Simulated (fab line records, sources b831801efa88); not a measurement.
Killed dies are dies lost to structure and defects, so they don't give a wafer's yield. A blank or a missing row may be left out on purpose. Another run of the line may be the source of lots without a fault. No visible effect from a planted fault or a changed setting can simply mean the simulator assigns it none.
fab line records	flow sky130
record lots=11	wafers=33	lastDay=50
route steps=708 shown CAP2M@615 METAL4@625 PAD_OPEN@708
lots untouched by any fault: they come from a run of this same line in which no faults occurred
startH: hours from the record's first day to the start of the lot's first wafer shown	waitH: hours from the lot's prior step to this one	" repeats the value in the row above	L1.1+2: a single row standing in for several wafers	- either no value or no given start	* or withheld: withheld	< > ~ a bound
route shown NAME@n: NAME is a module with steps in the file, n the number in the route of the first one	usual: mean/standard deviation of fault-free wafers	same: alike in all rows	chamber/n: place in a boat	sites: per-site readings	_std_site: how widely they spread, as a standard deviation	_edge_site: inner sites' mean taken away from outer sites' mean	radiusMm: for every site, how far away it sits from the centre of the wafer	mask NAME#n: copy n	behind: the most recent tool/chamber to have shaped the wafer	hold: why the lot went on hold/how many hours it stayed there/how the hold came to an end	device: transistor that didn't switch, given as n, p or np	end of line: tests run on the same wafers once the route is complete	a step without rows: its recipe alone	killed: the dies lost at the first sort to structure and to defects; this is not the yield of the wafer	map: per-die view of a wafer (x killed, . not killed, _ where there is no die)
set.NAME: the run value of the setting; set.NAME@STEP: its run value at that earlier step	model.NAME: the simulator's own value behind a step, which no gauge read
the route's steps for a sample of lots (tables are steps, rows are wafers)
services: the hour from which a tool's chamber was out of use, counted from the record's first day as startH (under 0 if before that day), plus the number of hours and why
## steps
# step SKY_CAP2M_OVL_MEAS_12
# usual CAP2M_OVL=0.3/1.4
lot.wafer	tool	chamber	startH	waitH	CAP2M_OVL[nm]
L524.3	overlay-01	-	946.61	0.1	-2.1
L524.4	"	-	"	"	0.7
L524.5	"	-	"	"	0.5
L525.3	overlay-01	-	961.64	0.1	2.2
L525.4	"	-	"	"	0.3
L525.6	"	-	"	"	0.6
L526.1	overlay-01	-	979.20	0.1	0.2
L526.2	"	-	"	"	1.2
L526.3	"	-	"	"	0.3
L527.2	overlay-02	-	986.41	0.1	-0.4
L527.4	"	-	"	"	1.0
L527.5	"	-	"	"	0.2
L529.4	overlay-01	-	990.97	0.1	-2.4
L529.5	"	-	"	"	0.4
L529.6	"	-	"	"	-1.9
L528.2	overlay-02	-	996.96	0.1	0.2
L528.3	"	-	"	"	1.3
L528.4	"	-	"	"	2.2
L530.2	overlay-02	-	1001.56	0.1	2.8
L530.5	"	-	"	"	1.9
L530.6	"	-	"	"	1.3
L532.3	overlay-01	-	1013.26	0.1	-1.0
L532.5	"	-	"	"	0.6
L532.6	"	-	"	"	-1.2
L537.2	overlay-01	-	1046.91	0.1	3.3
L537.3	"	-	"	"	3.1
L537.6	"	-	"	"	2.4
L538.1	overlay-01	-	1056.95	0.1	-1.4
L538.2	"	-	"	"	-0.1
L538.6	"	-	"	"	0.8
L544.2	overlay-01	-	1089.76	0.1	0.1
L544.5	"	-	"	"	-0.5
L544.6	"	-	"	"	-1.2
# step SKY_CAP2M_STRIP_14
# recipe chemistry=O2/N2	powerW=1400	pressureMtorr=1500	platenTempC=withheld	o2FlowSccm=3000	n2FlowSccm=300	overashFraction=0.5
# usual drypumpMotorCurrentA=5.4/0.36	oesProductAu=0.710/0.0046	stripTimeToEndpointS=12.66/0.046
lot.wafer	tool	chamber	startH	waitH	drypumpMotorCurrentA	oesProductAu	rfHoursCounterH	stripTimeToEndpointS
L524.3	plasmaAsher-01	1	946.83	0.1	4.9	0.708	-	12.71
L524.4	"	0	"	"	5.4	0.722	-	12.71
L524.5	"	0	"	"	5.4	0.713	-	12.75
L525.3	plasmaAsher-02	0	961.78	0.1	6.1	0.707	-	12.63
L525.4	"	1	"	"	5.4	0.704	-	12.68
L525.6	"	0	"	"	6.1	0.711	-	12.67
L526.1	plasmaAsher-02	1	979.32	0.1	5.4	0.715	55	12.55
L526.2	"	0	"	"	6.0	0.716	55	12.64
L526.3	"	1	"	"	5.4	0.718	-	12.61
L527.2	plasmaAsher-04	1	986.52	0.1	5.4	0.710	25	12.62
L527.4	"	0	"	"	5.1	0.707	-	12.65
L527.5	"	1	"	"	5.4	0.708	-	12.69
L529.4	plasmaAsher-01	1	991.10	0.1	4.9	0.708	-	12.65
L529.5	"	0	"	"	5.4	0.715	-	12.68
L529.6	"	1	"	"	4.9	0.702	-	12.67
L528.2	plasmaAsher-04	1	997.07	0.1	5.4	0.721	26	12.72
L528.3	"	0	"	"	5.1	0.703	-	12.65
L528.4	"	1	"	"	5.4	0.709	-	12.67
L530.2	plasmaAsher-02	0	1001.66	0.1	6.0	0.707	57	12.64
L530.5	"	1	"	"	5.3	0.714	-	12.62
L530.6	"	0	"	"	6.0	0.704	-	12.72
L532.3	plasmaAsher-02	1	1013.40	0.1	5.3	0.705	-	12.57
L532.5	"	0	"	"	6.0	0.708	-	12.61
L532.6	"	1	"	"	5.3	0.709	-	12.58
L537.2	plasmaAsher-04	0	1047.01	0.1	5.1	0.710	31	12.73
L537.3	"	1	"	"	5.4	0.701	-	12.72
L537.6	"	1	"	"	5.4	0.708	-	12.78
L538.1	plasmaAsher-04	0	1057.07	0.1	5.1	0.713	32	12.67
L538.2	"	1	"	"	5.4	0.713	32	12.66
L538.6	"	0	"	"	5.1	0.720	-	12.66
L544.2	plasmaAsher-02	1	1089.86	0.1	5.3	0.716	66	12.72
L544.5	"	0	"	"	6.0	0.709	-	12.72
L544.6	"	1	"	"	5.3	0.718	-	12.73
# step SKY_METAL4_SOFTBAKE_09
# recipe tempC=100	timeS=90	resist=KrF-thick
# usual heaterPowerTotalW=57.36/0.12	plateTempC=99.98/0.13
lot.wafer	tool	chamber	startH	waitH	heaterPowerTotalW	plateTempC
L524.3	lithoTrack-02	0	960	-	57.33	99.78
L524.4	"	0	"	"	57.46	99.84
L524.5	"	0	"	"	57.30	99.79
L525.3	lithoTrack-01	0	973	-	57.48	100.02
L525.4	"	0	974	-	57.40	99.89
L525.6	"	0	"	"	57.46	99.79
L526.1	lithoTrack-04	0	991	-	57.49	100.14
L526.2	"	0	"	"	57.50	100.07
L526.3	"	0	"	"	57.21	99.94
L527.2	lithoTrack-01	0	998	-	57.23	100.02
L527.4	"	0	"	"	57.50	100.09
L527.5	"	0	"	"	57.22	99.93
L529.4	lithoTrack-04	0	1003	-	57.30	99.91
L529.5	"	0	"	"	57.43	100.10
L529.6	"	0	"	"	57.37	99.92
L528.2	lithoTrack-02	0	1009	-	57.22	99.76
L528.3	"	0	"	"	57.52	99.88
L528.4	"	0	"	"	57.40	99.86
L530.2	lithoTrack-04	0	1013	-	57.46	99.99
L530.5	"	0	"	"	57.45	99.84
L530.6	"	0	"	"	57.41	99.75
L532.3	lithoTrack-02	0	1025	-	57.29	100.15
L532.5	"	0	"	"	57.22	99.98
L532.6	"	0	"	"	57.29	100.01
L537.2	lithoTrack-02	0	1058	-	58.33	101.50
L537.3	"	0	"	"	58.34	101.43
L537.6	"	0	"	"	58.27	101.56
L538.1	lithoTrack-02	0	1068	-	58.54	101.30
L538.2	"	0	"	"	58.45	101.50
L538.6	"	0	"	"	58.66	101.26
L544.2	lithoTrack-01	0	1100	-	57.39	99.96
L544.5	"	0	"	"	57.42	99.89
L544.6	"	0	"	"	57.46	99.99
# step SKY_METAL4_ETCH_16
# recipe chemistry=N2/H2	target=BARC	ionEnergyEv=200	biasW=100	pressureMtorr=30	n2FlowSccm=100	h2FlowSccm=200	icpW=500	stopOn=SiO2	timeS=88.2	targetDepthA=600
# usual drypumpMotorCurrentA=5.5/0.4	oesProductAu=0.626/0.0044	rfFwdPowerW=496.5/1.7	throttleValvePct=13.205/0.0093
lot.wafer	tool	chamber	startH	waitH	drypumpMotorCurrentA	oesProductAu	rfFwdPowerW	rfHoursCounterH	throttleValvePct
L524.3	rieMetal-04	0	971.85	0.0	6.0	0.623	495.3	-	13.210
L524.4	"	1	"	"	5.8	0.628	499.2	-	13.217
L524.5	"	1	"	"	5.8	0.626	497.8	-	13.223
L525.3	rieMetal-02	0	986.04	0.0	5.7	0.630	498.6	-	13.207
L525.4	"	1	"	"	4.9	0.629	494.7	-	13.205
L525.6	"	0	"	"	5.8	0.632	495.2	-	13.205
L526.1	rieMetal-04	1	1003.22	0.0	5.9	0.629	498.6	12	13.188
L526.2	"	0	"	"	6.0	0.627	495.3	9	13.207
L526.3	"	1	"	"	5.8	0.628	498.1	-	13.206
L527.2	rieMetal-03	0	1011.14	0.0	5.4	0.633	494.9	21	13.208
L527.4	"	0	"	"	5.4	0.627	492.7	-	13.205
L527.5	"	1	"	"	5.1	0.625	498.8	-	13.211
L529.4	rieMetal-04	1	1015.32	0.0	5.8	0.633	498.3	-	13.202
L529.5	"	0	"	"	6.0	0.632	498.1	-	13.205
L529.6	"	1	"	"	5.8	0.618	500.2	-	13.200
L528.2	rieMetal-04	1	1021.07	0.0	5.8	0.628	496.3	13	13.188
L528.3	"	0	"	"	6.0	0.623	496.6	-	13.214
L528.4	"	1	"	"	5.8	0.628	496.5	-	13.195
L530.2	rieMetal-02	0	1025.41	0.0	5.8	0.626	495.2	18	13.207
L530.5	"	0	"	"	5.8	0.630	495.7	-	13.190
L530.6	"	1	"	"	4.9	0.631	494.9	-	13.203
L532.3	rieMetal-02	0	1037.37	0.0	5.8	0.626	495.5	-	13.213
L532.5	"	1	"	"	4.9	0.623	493.8	-	13.206
L532.6	"	0	"	"	5.7	0.621	496.9	-	13.196
L537.2	rieMetal-04	1	1069.30	0.0	5.8	0.624	497.0	16	13.214
L537.3	"	1	"	"	5.8	0.623	497.6	-	13.203
L537.6	"	0	"	"	6.0	0.625	495.3	-	13.187
L538.1	rieMetal-04	0	1078.59	0.0	6.0	0.627	496.4	14	13.190
L538.2	"	1	"	"	5.8	0.630	496.5	17	13.210
L538.6	"	0	"	"	6.0	0.636	497.2	-	13.212
L544.2	rieMetal-02	0	1111.27	0.0	5.8	0.627	497.7	23	13.193
L544.5	"	1	"	"	4.9	0.628	494.9	-	13.210
L544.6	"	0	"	"	5.7	0.633	499.0	-	13.203
# step SKY_PAD_OPEN_PROBE_99
# usual defectLimitedYield=82.5/1.8	killed_at_M0_to_M3=43/6.9	killed_at_M4_up=3.1/1.8	killedAtContacts=24/5.1	killedAtFrontEnd=15/4.8	killedAtOther=0.3/0.48	killedDies=86/8.9	killedOpen=47/6.8	killedShort=39/6.3	sort_bin_3_pad_short=0.8/0.39	sort_bin_5_function=10.3/1.5	sort_bin_6_memory=6.3/1.1	sortNPass=406/8.9	sortYieldPct=82.5/1.8
# same grossDies=492	killedAtBackSide=0	sort_bin_4_leakage[%]=0	sort_bin_8_speed[%]=0
lot.wafer	tool	chamber	startH	waitH	defectLimitedYield[%]	killed_at_M0_to_M3	killed_at_M4_up	killedAtContacts	killedAtFrontEnd	killedAtOther	killedDies	killedOpen	killedShort	sort_bin_3_pad_short[%]	sort_bin_5_function[%]	sort_bin_6_memory[%]	sortNPass	sortYieldPct[%]
L526.1	prober-02	-	1097.01	0.1	81.3	47	4	23	17	1	92	55	37	0.8	10.8	7.1	400	81.3
L526.2	prober-02	-	1097.06	0.1	81.7	45	0	24	20	1	90	50	40	1.0	11.8	5.5	402	81.7
L526.3	prober-02	-	1097.11	0.2	79.5	52	7	27	15	0	101	55	46	1.0	11.4	8.1	391	79.5
L528.2	prober-01	-	1114.75	0.1	79.9	46	3	35	14	1	99	48	50	0.8	13.2	6.1	393	79.9
L528.3	prober-01	-	1114.80	0.2	79.9	58	3	27	11	0	99	56	43	0.6	13.2	6.3	393	79.9
L528.4	prober-01	-	1114.85	0.2	81.9	45	2	27	14	1	89	45	44	1.4	11.2	5.5	403	81.9
L537.2	prober-01	-	1154.38	0.1	84.6	41	1	16	17	1	76	46	30	0.8	10.4	4.3	416	84.6
L537.3	prober-01	-	1154.43	0.2	80.3	60	1	18	18	0	97	59	38	0.4	13.8	5.5	395	80.3
L537.6	prober-01	-	1154.58	0.2	81.5	43	2	33	12	1	91	54	37	0.6	10.8	7.1	401	81.5
L544.2	prober-02	-	1189.07	0.1	84.1	49	1	13	14	1	78	53	24	0.8	7.9	7.1	414	84.1
L544.5	prober-02	-	1189.22	0.2	82.5	41	1	27	17	0	86	42	44	0.6	11.0	5.9	406	82.5
L544.6	prober-02	-	1189.27	0.2	83.3	43	3	21	15	0	82	40	41	0.8	9.3	6.5	410	83.3
# killed by level:class
L526.1 VIA1:geometricParticle:open=10 VIA2:geometricParticle:open=10 VIA3:geometricParticle:open=8 LOCAL_INTERCONNECT:geometricParticle:short=7 CONTACT:geometricParticle:open=7 METAL2:geometricParticle:short=6 FIELD_ISO:geometricParticle:open=5 LI_CONTACT:geometricParticle:open=5
L526.2 VIA1:geometricParticle:short=10 METAL2:geometricParticle:short=9 VIA3:geometricParticle:open=8 VIA1:geometricParticle:open=8 FIELD_ISO:geometricParticle:open=7 LI_CONTACT:geometricParticle:open=6 CONTACT:geometricParticle:open=6 POLY_GATE:geometricParticle:open=5
L526.3 CONTACT:geometricParticle:open=14 VIA3:geometricParticle:open=12 VIA1:geometricParticle:open=11 LI_CONTACT:geometricParticle:open=7 METAL3:geometricParticle:short=6 VIA3:geometricParticle:short=6 METAL2:geometricParticle:short=5 METAL1:geometricParticle:short=5
L528.2 CONTACT:geometricParticle:open=15 LI_CONTACT:geometricParticle:open=10 METAL2:geometricParticle:short=10 VIA1:geometricParticle:open=7 METAL1:geometricParticle:short=6 CONTACT:geometricParticle:short=6 VIA3:geometricParticle:open=5 FIELD_ISO:geometricParticle:short=4
L528.3 VIA1:geometricParticle:open=18 LI_CONTACT:geometricParticle:open=9 CONTACT:geometricParticle:open=8 METAL1:geometricParticle:short=8 CONTACT:geometricParticle:short=7 METAL2:geometricParticle:short=7 VIA2:geometricParticle:short=6 VIA1:geometricParticle:short=6
L528.4 CONTACT:geometricParticle:open=12 VIA1:geometricParticle:open=12 METAL2:geometricParticle:short=9 LI_CONTACT:geometricParticle:open=7 METAL1:geometricParticle:short=6 POLY_GATE:geometricParticle:short=4 CONTACT:geometricParticle:short=4 VIA1:geometricParticle:short=4
L537.2 VIA1:geometricParticle:open=9 VIA2:geometricParticle:open=9 POLY_GATE:geometricParticle:open=7 LI_CONTACT:geometricParticle:open=6 CONTACT:geometricParticle:open=5 VIA1:geometricParticle:short=5 METAL2:geometricParticle:short=5 VIA3:geometricParticle:open=5
L537.3 VIA1:geometricParticle:open=12 VIA2:geometricParticle:open=11 VIA3:geometricParticle:open=8 POLY_GATE:geometricParticle:short=7 CONTACT:geometricParticle:open=7 METAL1:geometricParticle:short=6 LI_CONTACT:geometricParticle:open=6 FIELD_ISO:geometricParticle:open=4
L537.6 CONTACT:geometricParticle:open=15 VIA1:geometricParticle:open=11 VIA2:geometricParticle:open=9 FIELD_ISO:geometricParticle:short=6 LI_CONTACT:geometricParticle:open=6 LOCAL_INTERCONNECT:geometricParticle:short=6 VIA3:geometricParticle:open=5 FIELD_ISO:geometricParticle:open=4
L544.2 VIA1:geometricParticle:open=13 VIA2:geometricParticle:open=10 CONTACT:geometricParticle:open=8 VIA3:geometricParticle:open=5 POLY_GATE:geometricParticle:short=4 METAL2:geometricParticle:short=4 METAL1:geometricParticle:short=4 VIA1:geometricParticle:short=4
L544.5 CONTACT:geometricParticle:open=13 METAL1:geometricParticle:short=11 VIA1:geometricParticle:open=9 METAL2:geometricParticle:short=6 LOCAL_INTERCONNECT:geometricParticle:short=5 FIELD_ISO:geometricParticle:short=4 POLY_GATE:geometricParticle:open=4 METAL3:geometricParticle:short=4
L544.6 CONTACT:geometricParticle:open=12 VIA1:geometricParticle:open=9 POLY_GATE:geometricParticle:short=7 VIA1:geometricParticle:short=6 METAL3:geometricParticle:short=5 METAL1:geometricParticle:short=5 VIA3:geometricParticle:open=5 CONTACT:geometricParticle:short=4
## services
tool	chamber	startH	hours	kind
rieMetal-02	0	932.27	21.6	repair
plasmaAsher-02	-	992.71	0.5	repair
rieMetal-02	0	999.49	4.3	repair
plasmaAsher-01	-	1021.03	1.9	repair
plasmaAsher-01	-	1033.50	4.4	repair
plasmaAsher-02	-	1048.99	0.6	repair
plasmaAsher-02	-	1052.70	3.9	repair
plasmaAsher-01	-	1055.25	9.0	pm
plasmaAsher-01	0	1055.25	9.0	ventCycle
plasmaAsher-01	1	1055.25	9.0	ventCycle
plasmaAsher-01	0	1064.25	-	clean
plasmaAsher-01	1	1064.25	-	clean
rieMetal-03	0	1073.63	-	clean
rieMetal-03	0	1073.63	18.3	scheduledDown
rieMetal-03	0	1073.63	18.3	ventCycle
rieMetal-04	0	1107.61	7.8	repair
## key
firstSign step=SKY_METAL4_SOFTBAKE_09	reading=plateTempC	direction=up	sigmas=11	usual=*	struck=*
effect step=SKY_METAL4_SOFTBAKE_09	reading=heaterPowerTotalW	direction=up	sigmas=8.9	usual=*	struck=*
metAt SKY_METAL4_SOFTBAKE_09
struckLots L537,L538
notActingAt SKY_CAP2M_OVL_MEAS_12,SKY_CAP2M_STRIP_14,SKY_METAL4_ETCH_16
onsetBetween 1025 1058
fault kind=processParameterDrift	tool=lithoTrack-02	chamber=-	onsetH=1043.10	steps=SKY_METAL4_SOFTBAKE_09	channel=tempC	offset=*	shape=step	endH=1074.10	actsIn=*	stated=*
